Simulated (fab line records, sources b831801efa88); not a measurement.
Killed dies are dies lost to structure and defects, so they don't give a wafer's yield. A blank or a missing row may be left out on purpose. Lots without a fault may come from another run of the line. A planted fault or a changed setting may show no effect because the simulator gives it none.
Problem report in the 8D (eight disciplines) form, filled by code | flow gf180mcu | the parts of the form that need people (team, actions taken, sign-off) are left out

1. THE PROBLEM
SAB_CVD_00_THK at GF_SAB_THK_MEAS_01 reads a mean of 38.9 nm on 1 wafer of 1 lot; wafers without a fault read 50.3 nm with a standard deviation of 0.7. That is -16 standard deviations from the usual mean.
First seen on wafer L658.1, day 19 22:56, on film_metro-01. The record holds 39 wafers of 13 lots with a number at this step. Rule for "out", or "out of limits": more than 4 standard deviations from the usual mean. The other wafers with a number count as sound.

2. WHAT IT IS AND WHAT IT IS NOT
question                    | is                | is not
which readings at this step | SAB_CVD_00_THK    | -
which lots                  | L658              | L642, L643, L644, L645, L646, L647, L648, L649, L662, L663, L664, L665
which wafers of those lots  | L658.1            | L658.3, L658.5
read on which gauges        | film_metro-01     | film_metro-02, film_metro-04
when                        | from day 19 22:56 | up to then (26 sound wafers); but 12 sound wafers of L662, L663, L664, L665 came after

3. SUSPECTS, AND WHAT RULES EACH OUT
Counting: a tool at a process step up to the reading stays a suspect if it ran every lot that is out. Sound lots after the first of them don't rule it out here, since some wafers of a struck lot are sound.
- the gauge at GF_SAB_THK_MEAS_01: kept. All the wafers that are out were read on film_metro-01, and no step on other tools shows them out.
- pecvd-04 at GF_SAB_CVD_00 (deposits SiO2 from TEOS, target thk 50 nm, time 4.9302 s): kept. It ran the lot that is out, L658 (day 19 22:55); its last sound lot up to then is L647 (day 15 23:14).
- Within pecvd-04 at GF_SAB_CVD_00: the wafers that are out ran in chamber 0; their sound lot-mates ran in chambers 1, 2.
Left after counting: pecvd-04 at GF_SAB_CVD_00, film_metro-01 at GF_SAB_THK_MEAS_01.

4. THE CAUSE (what the simulator had put in)
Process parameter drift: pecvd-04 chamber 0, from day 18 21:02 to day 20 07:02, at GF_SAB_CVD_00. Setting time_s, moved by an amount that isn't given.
Counting left 2 suspects, and this tool is among them.

5. THE CHAIN OF EFFECTS, in route order
Each row: a reading whose mean over the struck wafers that have a number lies more than 3 standard deviations from the usual. Only readings for which the record gives a usual standard deviation are gone through. hours: the time from each lot's start at the first step in this table that gives one to its start at this step, as a median over the lots. sigmas: the change in usual standard deviations.
hours | step               | reading        | usual   | on struck wafers | change | sigmas
0     | GF_SAB_THK_MEAS_01 | SAB_CVD_00_THK | 50.3 nm | 38.9             | -11.4  | -16
Readings that are blank on the struck wafers while sound wafers have them: susceptor_temp_C at GF_SAB_CVD_00.

6. WHAT WOULD HAVE CAUGHT IT SOONER
In this record the first reading out of limits at a measuring or inspecting step was taken at day 19 22:56, 26 hours after the fault began at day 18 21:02.
All the lots that are out (1) had begun GF_SAB_CVD_00 on pecvd-04 by day 19 22:56. A hold on the tool at that time would have spared none of them.
